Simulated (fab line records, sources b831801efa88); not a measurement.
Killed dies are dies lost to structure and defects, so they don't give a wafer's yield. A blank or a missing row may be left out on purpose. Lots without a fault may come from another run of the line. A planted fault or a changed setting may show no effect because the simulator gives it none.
One fault seen from 2 desks | flow sky130 | each desk has only its own numbers; what lay behind them comes last

THE METROLOGY DESK
What the gauges read, lot by lot, whatever tool the lot ran on: means of the sampled wafers that have a number. A lot is out of limits, marked OUT, if its mean lies more than 4 standard deviations from the usual mean; the brackets give that distance.
Columns: A = RES_XHIGH_TW at SKY_RES_XHIGH_TW_MEAS_09, usual 1623; B = RES_XHIGH_RS at SKY_SD_N_RS_MEAS_18, usual 333.5 ohm/sq
lot  | first seen here | A    | B
L462 | day 26 23:14    | 1630 | 332.4
L463 | day 27 10:07    | 1622 | 334.0
L464 | day 27 12:56    | 1616 | 333.3
L465 | day 27 18:10    | 1614 | 334.3
L466 | day 28 04:41    | 1625 | 331.9
L467 | day 28 10:26    | 1616 | 334.2
L470 | day 29 12:11    | 1624 | 333.1
L471 | day 29 20:37    | 1616 | 334.7
L472 | day 30 05:29    | 1624 | 333.0
L473 | day 30 18:15    | 1628 | 334.6
L477 | day 31 20:20    | 1618 | 334.1
L478 | day 32 06:14    | 1587 | 351.4 (+14) OUT
L484 | day 34 04:25    | 1608 | 332.6
This desk's finding: out of limits on L478; first on L478, day 33 09:35 (RES_XHIGH_RS at SKY_SD_N_RS_MEAS_18). In limits: L462, L463, L464, L465, L466, L467, L470, L471, L472, L473, L477, L484.

THE TOOL OWNER'S DESK: implanter-04
The tool's own readings at SKY_RES_XHIGH_IMPLANT_07: means of the sampled wafers that have a number, for each lot that ran on this tool. A lot is out of limits, marked OUT, if its mean lies more than 4 standard deviations from the usual mean; the brackets give that distance.
Columns: A = dose_ions_cm2 at SKY_RES_XHIGH_IMPLANT_07, usual 3.599e+14
lot  | first seen here | A
L463 | day 27 09:53    | 3.600e+14
L466 | day 28 04:26    | 3.599e+14
L467 | day 28 10:13    | 3.602e+14
L477 | day 31 20:07    | 3.599e+14
L478 | day 32 06:00    | 3.599e+14
This desk's finding: nothing out of limits on any of the 5 lots.

PUT TOGETHER
The metrology desk could have raised an alarm at day 33 09:35, on L478.
The tool owner's desk saw nothing out of limits.
The tool owner's desk has L478 on record, within its limits.
Of the lots named, all ran SKY_RES_XHIGH_IMPLANT_07 on implanter-04.

WHAT THE SIMULATOR HAD PUT IN
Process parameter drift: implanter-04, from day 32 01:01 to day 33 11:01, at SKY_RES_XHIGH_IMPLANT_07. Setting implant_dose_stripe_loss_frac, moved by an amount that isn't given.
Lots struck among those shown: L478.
Hours from the fault's start to each desk's first reading out of limits: the metrology desk, 33.
